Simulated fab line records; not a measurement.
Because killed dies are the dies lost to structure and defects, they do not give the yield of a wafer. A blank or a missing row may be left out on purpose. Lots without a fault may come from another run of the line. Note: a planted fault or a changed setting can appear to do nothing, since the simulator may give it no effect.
Which tool did it? -- flow gf180mcu -- 6 lots, 18 wafers sampled, at 2 steps of a route of 602

## WHAT EACH GAUGE READ, for each wafer
GF_V5_OVL_MEAS_15.
lot,measured,on,V5_OVL (nm)
L806,day 27 16:02,overlay-02,-1 8 4
L809,day 28 11:59,overlay-02,0 7 8
L811,day 29 07:16,overlay-02,-2 -3 1
L813,day 29 22:13,overlay-02,6 6 7
L815,day 30 15:05,overlay-01,6 6 -6
L827,day 33 08:31,overlay-02,2 0 5

## TOOL THAT RAN EACH LOT (tool first, then ch and the chambers of the sampled wafers, then the start)
lot,GF_V5_SOFTBAKE_10
L806,"lithoTrack-03 ch 0, day 27 04:00"
L809,"lithoTrack-03 ch 0, day 28 02:00"
L811,"lithoTrack-03 ch 0, day 28 21:00"
L813,"lithoTrack-03 ch 0, day 29 13:00"
L815,"lithoTrack-03 ch 0, day 30 06:00"
L827,"lithoTrack-02 ch 0, day 33 01:00"
- GF_V5_SOFTBAKE_10: time 60 s.

## THE ANSWER, worked out from the rows above alone
Rule: the usual values come from the lots themselves. The widest of any qualifying gaps counts: lots, ordered by their means at a reading, are off when they make up no more than a third of the lots, leave a main group of 4 or more, and stand apart from it by 3 or more times the standard deviation of that group's means. If all means in a main group match to the digits the tables above print for the reading, that group is not used. Also off: a lot with no number at a reading for which 4 or more lots have one. The other lots that the step has rows for count as sound.
Nothing can be told from this: no lot is off at any reading shown.

## WHAT THE SIMULATOR HAD INSERTED
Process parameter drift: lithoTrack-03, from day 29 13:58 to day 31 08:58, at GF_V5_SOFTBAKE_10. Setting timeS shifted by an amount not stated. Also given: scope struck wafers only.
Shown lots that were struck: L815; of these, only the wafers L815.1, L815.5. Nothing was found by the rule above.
